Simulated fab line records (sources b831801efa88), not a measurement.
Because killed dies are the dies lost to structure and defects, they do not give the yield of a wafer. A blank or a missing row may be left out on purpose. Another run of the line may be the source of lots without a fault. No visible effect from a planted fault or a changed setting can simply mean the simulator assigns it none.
Split-lot experiment | flow sky130 | 5 lots, 23 wafers read, on a route of 708 steps

ABOUT THE SPLIT
At SKY_DNWELL_EXPOSE_04 (exposes mask DNM, target cd 3000 nm), the setting dose_mj was moved away from the recipe's 222 on 9 of the 23 wafers read, by -5.5% to +6.1%. For the rest of the wafers, this setting stayed at what the recipe calls for.

BETWEEN THE SPLIT AND THE READING: the file shows 1 step in between
- SKY_DNWELL_PEB_05

THE READING
DNWELL.cd_nm (the simulator's own value, which no gauge read), in nm, at SKY_DNWELL_DEVELOP_06 (develop time 60 s). The file gives no usual value for it. Across the 14 wafers here that went through the recipe, the average is 2992 nm and the standard deviation 6.4 nm.

wafer  | tool, chamber at the split | dose_mj as run | against the recipe | DNWELL.cd_nm, nm | against lot-mates on the recipe
L076.2 | iline_stepper-01, 0        | 222            | recipe             | 2992             | -
L076.3 | iline_stepper-01, 0        | 213.6          | -3.8%              | 2979             | -11
L076.4 | iline_stepper-01, 0        | 222            | recipe             | 2989             | -
L076.5 | iline_stepper-01, 0        | 222            | recipe             | 2989             | -
L076.6 | iline_stepper-01, 0        | 213.6          | -3.8%              | 2976             | -14
L079.1 | iline_stepper-01, 0        | 222            | recipe             | 2984             | -
L079.2 | iline_stepper-01, 0        | 222            | recipe             | 2984             | -
L079.3 | iline_stepper-01, 0        | 222            | recipe             | 2985             | -
L079.4 | iline_stepper-01, 0        | 235.6          | +6.1%              | 3004             | +20
L079.5 | iline_stepper-01, 0        | 235.6          | +6.1%              | 3004             | +20
L080.1 | iline_stepper-01, 0        | 222            | recipe             | 2990             | -
L080.3 | iline_stepper-01, 0        | 210.6          | -5.1%              | 2975             | -16
L080.4 | iline_stepper-01, 0        | 210.6          | -5.1%              | 2975             | -16
L080.6 | iline_stepper-01, 0        | 210.6          | -5.1%              | 2975             | -16
L080.5 | iline_stepper-01, 0        | 222            | recipe             | 2992             | -
L081.1 | iline_stepper-02, 0        | 222            | recipe             | 3003             | -
L081.2 | iline_stepper-02, 0        | 222            | recipe             | 3002             | -
L081.6 | iline_stepper-02, 0        | 222            | recipe             | 3004             | -
L085.1 | iline_stepper-01, 0        | 222            | recipe             | 2992             | -
L085.6 | iline_stepper-01, 0        | 222            | recipe             | 2992             | -
L085.2 | iline_stepper-01, 0        | 209.8          | -5.5%              | 2974             | -18
L085.5 | iline_stepper-01, 0        | 209.8          | -5.5%              | 2974             | -18
L085.4 | iline_stepper-01, 0        | 222            | recipe             | 2991             | -

THE FIT
A straight line over all 23 wafers: DNWELL.cd_nm changes by +2.83 nm for each +1% of dose_mj; r = +0.86; the points scatter about the line by 5.6 nm.
The same after taking each lot's own level away (the mean of its wafers on the recipe; 23 wafers): +3.19 nm for each +1%; r = +1.00; scatter 0.89 nm.
According to that fit, moving dose_mj by its largest amount changes the reading by 20 nm.
The span of the lots' own levels, 2984.3 to 3003.0 nm, comes to 2.9 times the standard deviation stated above.
Thus the slope moves with the lot-to-lot level: the two fits are different.
Check: for one of the wafers moved furthest among these (+6.1%), held out of the fit, the line's prediction against its lot-mates is +19.5 nm. Against them it came out at +19.7 nm.

FURTHER SPLITS ON THESE WAFERS
Before the reading, these wafers also passed through other splits. Each is held against what the fit with the lots' levels taken away leaves over:
other split on the same wafers  | wafers away from the commonest value | r with DNWELL.cd_nm (lot level and that fit taken away)
SKY_FIELD_ISO_EXPOSE_10 dose_mj | 7                                    | +0.11
SKY_FIELD_ISO_ETCH_17 time_s    | 9                                    | -0.15

FILE'S OWN FIT
DNWELL.cd_nm changes by +3.18 nm for each +1% of dose_mj, r = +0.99.
